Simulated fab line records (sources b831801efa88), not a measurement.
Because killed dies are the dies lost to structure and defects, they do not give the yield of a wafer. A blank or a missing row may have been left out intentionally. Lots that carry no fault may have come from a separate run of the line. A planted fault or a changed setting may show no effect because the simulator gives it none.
What tool caused it? | flow gf180mcu | 6 lots, 18 wafers sampled, at 3 steps of a route of 602

## WHAT THE GAUGES SHOWED, per wafer
GF_TOP_METAL_CD_MEAS_14 targets a cd of 440 nm.
lot  | measured     | on        | cd_nm (nm)
L723 | day 28 23:38 | cd_sem-01 | 438.4 441.6 439.6
L725 | day 29 07:17 | cd_sem-01 | 439.7 439.4 439.2
L727 | day 30 01:29 | cd_sem-02 | 442.0 441.4 442.5
L732 | day 31 12:19 | cd_sem-01 | 443.0 444.6 444.5
L738 | day 32 20:49 | cd_sem-02 | 441.3 442.3 443.4
L743 | day 34 02:35 | cd_sem-01 | 437.5 436.4 435.9

## TOOL THAT RAN EACH LOT (tool first, then ch and the chambers of the sampled wafers, then the start)
lot  | GF_V1_CMP_04                  | GF_V5_CVD_23
L723 | cmp-02 ch 0,2,3, day 18 07:23 | cvd_w-01 ch 0,1, day 28 03:36
L725 | cmp-02 ch 0,2,3, day 18 13:21 | cvd_w-01 ch 0,1, day 28 10:53
L727 | cmp-01 ch 0,1,3, day 19 13:40 | cvd_w-01 ch 0,1, day 29 06:26
L732 | cmp-02 ch 0,2, day 21 11:57   | cvd_w-01 ch 0,1, day 30 18:11
L738 | cmp-01 ch 1,3, day 23 08:54   | cvd_w-02 ch 0,1, day 32 03:44
L743 | cmp-01 ch 2,3, day 25 02:11   | cvd_w-01 ch 0,1, day 33 10:51
- GF_V1_CMP_04: polishes SiO2.
- GF_V5_CVD_23: deposits W, target thk 350 nm, time 104.9 s.

## THE ANSWER, worked out from the rows above alone
Rule: the usual values come from the lots themselves. Put in order of their means at a reading, lots are off if they are a third of the lots or fewer, leave a main group of 4 or more, and stand apart from it by a gap of 3 or more times the standard deviation of the main group's means; of several such gaps the widest counts. If all means in a main group match to the digits the tables above print for the reading, that group is not used. A lot without any number at a reading at which 4 lots or more have one is off too. Where the step has rows for the other lots, those lots are counted as sound.
Nothing can be told from this: no lot is off at any reading shown.

## WHAT WAS PUT IN BY THE SIMULATOR
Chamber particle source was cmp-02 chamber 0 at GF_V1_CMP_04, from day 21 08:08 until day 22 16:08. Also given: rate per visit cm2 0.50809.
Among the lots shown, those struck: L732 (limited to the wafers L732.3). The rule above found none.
